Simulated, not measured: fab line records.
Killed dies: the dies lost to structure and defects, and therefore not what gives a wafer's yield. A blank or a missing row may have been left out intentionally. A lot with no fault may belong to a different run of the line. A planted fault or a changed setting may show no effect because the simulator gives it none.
Which of the tools did it? || flow sky130 || 10 lots, 30 wafers sampled, at 6 steps of a route of 708

## WHAT THE GAUGES SHOWED, per wafer
SKY_CONTACT_CD_MEAS_14 targets a cd of 170 nm. Usual: 170.0 nm for cd nm, sd 1.6.
{"lot": "L666", "measured": "day 33 22:32", "on": "cd sem-01", "cd nm (nm)": "170.0 169.8 170.7", "flag": ""}
{"lot": "L670", "measured": "day 33 23:12", "on": "cd sem-01", "cd nm (nm)": "170.8 171.9 171.3", "flag": ""}
{"lot": "L669", "measured": "day 34 00:56", "on": "cd sem-02", "cd nm (nm)": "169.5 168.7 169.1", "flag": ""}
{"lot": "L671", "measured": "day 34 06:56", "on": "cd sem-02", "cd nm (nm)": "168.6 168.8 169.3", "flag": ""}
{"lot": "L673", "measured": "day 35 16:10", "on": "cd sem-01", "cd nm (nm)": "168.9 167.4 168.8", "flag": ""}
{"lot": "L674", "measured": "day 35 21:44", "on": "cd sem-02", "cd nm (nm)": "171.5 172.5 173.4", "flag": ""}
{"lot": "L678", "measured": "day 36 04:05", "on": "cd sem-01", "cd nm (nm)": "168.7 169.6 170.3", "flag": ""}
{"lot": "L677", "measured": "day 36 05:17", "on": "cd sem-02", "cd nm (nm)": "169.2 169.9 168.7", "flag": ""}
{"lot": "L681", "measured": "day 37 04:22", "on": "cd sem-02", "cd nm (nm)": "169.3 170.5 170.3", "flag": ""}
{"lot": "L683", "measured": "day 37 15:19", "on": "cd sem-01", "cd nm (nm)": "168.5 168.0 170.2", "flag": ""}

SKY_METAL1_RS_MEAS_05: a four-point-probe measurement. Usual: METAL1_ALCU_RS gives 0.1274 ohm/sq (standard deviation 0.0017).
{"lot": "L666", "measured": "day 34 00:38", "on": "film metro-02", "METAL1_ALCU_RS (ohm/sq)": "0.1287 0.1276 0.1282", "flag": ""}
{"lot": "L670", "measured": "day 34 00:58", "on": "film metro-04", "METAL1_ALCU_RS (ohm/sq)": "0.0701 0.0700 0.0702", "flag": "OFF"}
{"lot": "L669", "measured": "day 34 02:42", "on": "film metro-02", "METAL1_ALCU_RS (ohm/sq)": "0.0695 0.0702 0.0692", "flag": "OFF"}
{"lot": "L671", "measured": "day 34 08:43", "on": "film metro-04", "METAL1_ALCU_RS (ohm/sq)": "0.1259 0.1259 0.1257", "flag": ""}
{"lot": "L673", "measured": "day 35 17:54", "on": "film metro-02", "METAL1_ALCU_RS (ohm/sq)": "0.1257 0.1271 0.1251", "flag": ""}
{"lot": "L674", "measured": "day 35 23:25", "on": "film metro-04", "METAL1_ALCU_RS (ohm/sq)": "0.1263 0.1277 0.1240", "flag": ""}
{"lot": "L678", "measured": "day 36 05:47", "on": "film metro-04", "METAL1_ALCU_RS (ohm/sq)": "0.1288 0.1293 0.1283", "flag": ""}
{"lot": "L677", "measured": "day 36 07:02", "on": "film metro-01", "METAL1_ALCU_RS (ohm/sq)": "0.1289 0.1294 0.1306", "flag": ""}
{"lot": "L681", "measured": "day 37 06:02", "on": "film metro-01", "METAL1_ALCU_RS (ohm/sq)": "0.1304 0.1271 0.1280", "flag": ""}
{"lot": "L683", "measured": "day 37 16:59", "on": "film metro-04", "METAL1_ALCU_RS (ohm/sq)": "0.1284 0.1272 0.1271", "flag": ""}

SKY_METAL1_THK_MEAS_06: measures by xrf. Usual: METAL1_ALCU_THK gives 248 nm (standard deviation 3.8).
{"lot": "L666", "measured": "day 34 00:44", "on": "film metro-02", "METAL1_ALCU_THK (nm)": "246 247 248", "flag": ""}
{"lot": "L670", "measured": "day 34 01:04", "on": "film metro-04", "METAL1_ALCU_THK (nm)": "446 445 445", "flag": "OFF"}
{"lot": "L669", "measured": "day 34 02:49", "on": "film metro-02", "METAL1_ALCU_THK (nm)": "450 446 453", "flag": "OFF"}
{"lot": "L671", "measured": "day 34 08:49", "on": "film metro-04", "METAL1_ALCU_THK (nm)": "249 250 250", "flag": ""}
{"lot": "L673", "measured": "day 35 17:59", "on": "film metro-02", "METAL1_ALCU_THK (nm)": "254 250 254", "flag": ""}
{"lot": "L674", "measured": "day 35 23:32", "on": "film metro-04", "METAL1_ALCU_THK (nm)": "249 248 254", "flag": ""}
{"lot": "L678", "measured": "day 36 05:53", "on": "film metro-04", "METAL1_ALCU_THK (nm)": "246 246 248", "flag": ""}
{"lot": "L677", "measured": "day 36 07:09", "on": "film metro-01", "METAL1_ALCU_THK (nm)": "245 242 241", "flag": ""}
{"lot": "L681", "measured": "day 37 06:09", "on": "film metro-01", "METAL1_ALCU_THK (nm)": "239 245 246", "flag": ""}
{"lot": "L683", "measured": "day 37 17:05", "on": "film metro-04", "METAL1_ALCU_THK (nm)": "247 251 248", "flag": ""}

## EACH LOT AND THE TOOL THAT RAN IT (in order: tool; ch and the chambers of the sampled wafers; start)
{"lot": "L666", "SKY_CONTACT_SPUTTER_23": "pvd sputter-01, day 33 23:49", "SKY_METAL1_SPUTTER_02": "pvd sputter-01, day 34 00:31", "SKY_METAL1_SPUTTER_04": "pvd sputter-01, day 34 00:34"}
{"lot": "L670", "SKY_CONTACT_SPUTTER_23": "pvd sputter-04, day 34 00:08", "SKY_METAL1_SPUTTER_02": "pvd sputter-02, day 34 00:50", "SKY_METAL1_SPUTTER_04": "pvd sputter-02, day 34 00:53"}
{"lot": "L669", "SKY_CONTACT_SPUTTER_23": "pvd sputter-01, day 34 01:53", "SKY_METAL1_SPUTTER_02": "pvd sputter-02, day 34 02:35", "SKY_METAL1_SPUTTER_04": "pvd sputter-02, day 34 02:38"}
{"lot": "L671", "SKY_CONTACT_SPUTTER_23": "pvd sputter-04, day 34 07:53", "SKY_METAL1_SPUTTER_02": "pvd sputter-01, day 34 08:35", "SKY_METAL1_SPUTTER_04": "pvd sputter-01, day 34 08:38"}
{"lot": "L673", "SKY_CONTACT_SPUTTER_23": "pvd sputter-04, day 35 17:02", "SKY_METAL1_SPUTTER_02": "pvd sputter-01, day 35 17:45", "SKY_METAL1_SPUTTER_04": "pvd sputter-01, day 35 17:47"}
{"lot": "L674", "SKY_CONTACT_SPUTTER_23": "pvd sputter-04, day 35 22:37", "SKY_METAL1_SPUTTER_02": "pvd sputter-03, day 35 23:20", "SKY_METAL1_SPUTTER_04": "pvd sputter-03, day 35 23:23"}
{"lot": "L678", "SKY_CONTACT_SPUTTER_23": "pvd sputter-04, day 36 04:58", "SKY_METAL1_SPUTTER_02": "pvd sputter-03, day 36 05:40", "SKY_METAL1_SPUTTER_04": "pvd sputter-03, day 36 05:43"}
{"lot": "L677", "SKY_CONTACT_SPUTTER_23": "pvd sputter-01, day 36 06:14", "SKY_METAL1_SPUTTER_02": "pvd sputter-01, day 36 06:56", "SKY_METAL1_SPUTTER_04": "pvd sputter-01, day 36 06:58"}
{"lot": "L681", "SKY_CONTACT_SPUTTER_23": "pvd sputter-03, day 37 05:14", "SKY_METAL1_SPUTTER_02": "pvd sputter-01, day 37 05:56", "SKY_METAL1_SPUTTER_04": "pvd sputter-01, day 37 05:59"}
{"lot": "L683", "SKY_CONTACT_SPUTTER_23": "pvd sputter-01, day 37 16:10", "SKY_METAL1_SPUTTER_02": "pvd sputter-03, day 37 16:52", "SKY_METAL1_SPUTTER_04": "pvd sputter-03, day 37 16:55"}
- SKY_CONTACT_SPUTTER_23: material TiN, target thk 20 nm, time 80 s.
- SKY_METAL1_SPUTTER_02: material AlCu, target thk 250 nm, time 13.3 s.
- SKY_METAL1_SPUTTER_04: material TiN, target thk 70 nm, time 58.3 s.

## WHAT THE TOOLS THEMSELVES READ (means of the sampled wafers that have a number; where no wafer has one, the mark that the record gives instead)
SKY_CONTACT_SPUTTER_23. Usual: 29.8 % for throttle valve pct, sd 0.94.
{"lot": "L666", "tool": "pvd sputter-01", "throttle valve pct (%)": 29.0, "flag": ""}
{"lot": "L670", "tool": "pvd sputter-04", "throttle valve pct (%)": 30.3, "flag": ""}
{"lot": "L669", "tool": "pvd sputter-01", "throttle valve pct (%)": 29.9, "flag": ""}
{"lot": "L671", "tool": "pvd sputter-04", "throttle valve pct (%)": 30.4, "flag": ""}
{"lot": "L673", "tool": "pvd sputter-04", "throttle valve pct (%)": 30.5, "flag": ""}
{"lot": "L674", "tool": "pvd sputter-04", "throttle valve pct (%)": 30.4, "flag": ""}
{"lot": "L678", "tool": "pvd sputter-04", "throttle valve pct (%)": 30.9, "flag": ""}
{"lot": "L677", "tool": "pvd sputter-01", "throttle valve pct (%)": 29.1, "flag": ""}
{"lot": "L681", "tool": "pvd sputter-03", "throttle valve pct (%)": 29.4, "flag": ""}
{"lot": "L683", "tool": "pvd sputter-01", "throttle valve pct (%)": 30.2, "flag": ""}

SKY_METAL1_SPUTTER_02. Usual: 30.2 % for throttle valve pct, sd 1.1.
{"lot": "L666", "tool": "pvd sputter-01", "throttle valve pct (%)": 30.2, "flag": ""}
{"lot": "L670", "tool": "pvd sputter-02", "throttle valve pct (%)": 30.3, "flag": ""}
{"lot": "L669", "tool": "pvd sputter-02", "throttle valve pct (%)": 30.6, "flag": ""}
{"lot": "L671", "tool": "pvd sputter-01", "throttle valve pct (%)": 29.7, "flag": ""}
{"lot": "L673", "tool": "pvd sputter-01", "throttle valve pct (%)": 30.6, "flag": ""}
{"lot": "L674", "tool": "pvd sputter-03", "throttle valve pct (%)": 29.7, "flag": ""}
{"lot": "L678", "tool": "pvd sputter-03", "throttle valve pct (%)": 28.5, "flag": ""}
{"lot": "L677", "tool": "pvd sputter-01", "throttle valve pct (%)": 29.7, "flag": ""}
{"lot": "L681", "tool": "pvd sputter-01", "throttle valve pct (%)": 29.1, "flag": ""}
{"lot": "L683", "tool": "pvd sputter-03", "throttle valve pct (%)": 29.6, "flag": ""}

SKY_METAL1_SPUTTER_04. Usual: 30.2 % for throttle valve pct, sd 1.1.
{"lot": "L666", "tool": "pvd sputter-01", "throttle valve pct (%)": 30.0, "flag": ""}
{"lot": "L670", "tool": "pvd sputter-02", "throttle valve pct (%)": 30.4, "flag": ""}
{"lot": "L669", "tool": "pvd sputter-02", "throttle valve pct (%)": 30.8, "flag": ""}
{"lot": "L671", "tool": "pvd sputter-01", "throttle valve pct (%)": 29.7, "flag": ""}
{"lot": "L673", "tool": "pvd sputter-01", "throttle valve pct (%)": 30.4, "flag": ""}
{"lot": "L674", "tool": "pvd sputter-03", "throttle valve pct (%)": 29.7, "flag": ""}
{"lot": "L678", "tool": "pvd sputter-03", "throttle valve pct (%)": 28.6, "flag": ""}
{"lot": "L677", "tool": "pvd sputter-01", "throttle valve pct (%)": 29.8, "flag": ""}
{"lot": "L681", "tool": "pvd sputter-01", "throttle valve pct (%)": 29.3, "flag": ""}
{"lot": "L683", "tool": "pvd sputter-03", "throttle valve pct (%)": 29.6, "flag": ""}

## THE ANSWER, worked out from the rows above alone
Rule: a lot counts as off when the mean over its wafers that have a number is more than 3 standard deviations away from the usual mean. A lot without any number at a reading at which 4 lots or more have one is off too. Any other lot the step has rows for is counted as sound. First the gauges in route order, then the tools' own readings, where a lot's mean is used as printed above. At the first step where some lot is off, the reading lying furthest off is the one used; lots without a number count as furthest.
Off: at SKY_METAL1_RS_MEAS_05 (METAL1_ALCU_RS), L670, L669.
A tool fits if, at a process step before that reading, it ran every lot that is off, and no sound lot after the first of them. Gauges at SKY_METAL1_RS_MEAS_05: tried the same way as those tools. One candidate fits, namely pvd sputter-02 at SKY_METAL1_SPUTTER_02 and SKY_METAL1_SPUTTER_04. It ran no sound lot before its first lot that is off in this sample, so the start can't be narrowed down.

## WHAT THE SIMULATOR PUT IN
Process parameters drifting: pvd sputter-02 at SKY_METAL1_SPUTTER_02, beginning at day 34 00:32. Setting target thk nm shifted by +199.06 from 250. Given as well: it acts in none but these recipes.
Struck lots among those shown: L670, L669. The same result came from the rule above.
